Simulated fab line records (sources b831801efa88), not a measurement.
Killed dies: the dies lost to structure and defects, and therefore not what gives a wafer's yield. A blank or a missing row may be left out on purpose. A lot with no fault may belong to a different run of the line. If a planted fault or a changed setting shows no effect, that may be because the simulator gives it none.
Which tool is to blame? || flow gf180mcu || at 1 step of a route of 602, 7 lots with 20 wafers sampled

== WHAT THE GAUGES READ, wafer by wafer ==
GF_VT_IMPLANT_OVL_MEAS_29.
{"lot": "L360", "measured": "day 7 08:53", "on": "overlay-01", "VT_IMPLANT_02_OVL (nm)": "-1.6 -2.5 -3.3"}
{"lot": "L365", "measured": "day 9 03:05", "on": "overlay-02", "VT_IMPLANT_02_OVL (nm)": "0.3 1.3"}
{"lot": "L372", "measured": "day 11 06:43", "on": "overlay-01", "VT_IMPLANT_02_OVL (nm)": "-1.2 -0.5 -2.0"}
{"lot": "L374", "measured": "day 11 14:55", "on": "overlay-01", "VT_IMPLANT_02_OVL (nm)": "-0.8 -0.2 0.6"}
{"lot": "L377", "measured": "day 12 02:16", "on": "overlay-01", "VT_IMPLANT_02_OVL (nm)": "-1.6 1.8 -0.1"}
{"lot": "L379", "measured": "day 12 17:32", "on": "overlay-02", "VT_IMPLANT_02_OVL (nm)": "0.3 3.8 2.0"}
{"lot": "L381", "measured": "day 12 22:47", "on": "overlay-02", "VT_IMPLANT_02_OVL (nm)": "2.5 1.4 1.8"}

== EACH LOT AND THE TOOL THAT RAN IT (in order: tool; ch and the chambers of the sampled wafers; start) ==
There is no process step in the record ahead of these readings.

== THE ANSWER, worked out from the rows above alone ==
Rule: the lots themselves supply what counts as usual. Put in order of their means at a reading, lots are off if they are a third of the lots or fewer, leave a main group of 4 or more, and stand apart from it by a gap of 3 or more times the standard deviation of the main group's means; of several such gaps the widest counts. If all means in a main group match to the digits the tables above print for the reading, that group is not used. A lot without any number at a reading at which 4 lots or more have one is off too. Any other lot the step has rows for is counted as sound.
No lot is off at any reading shown: from this, nothing can be told.

== WHAT THE SIMULATOR HAD INSERTED ==
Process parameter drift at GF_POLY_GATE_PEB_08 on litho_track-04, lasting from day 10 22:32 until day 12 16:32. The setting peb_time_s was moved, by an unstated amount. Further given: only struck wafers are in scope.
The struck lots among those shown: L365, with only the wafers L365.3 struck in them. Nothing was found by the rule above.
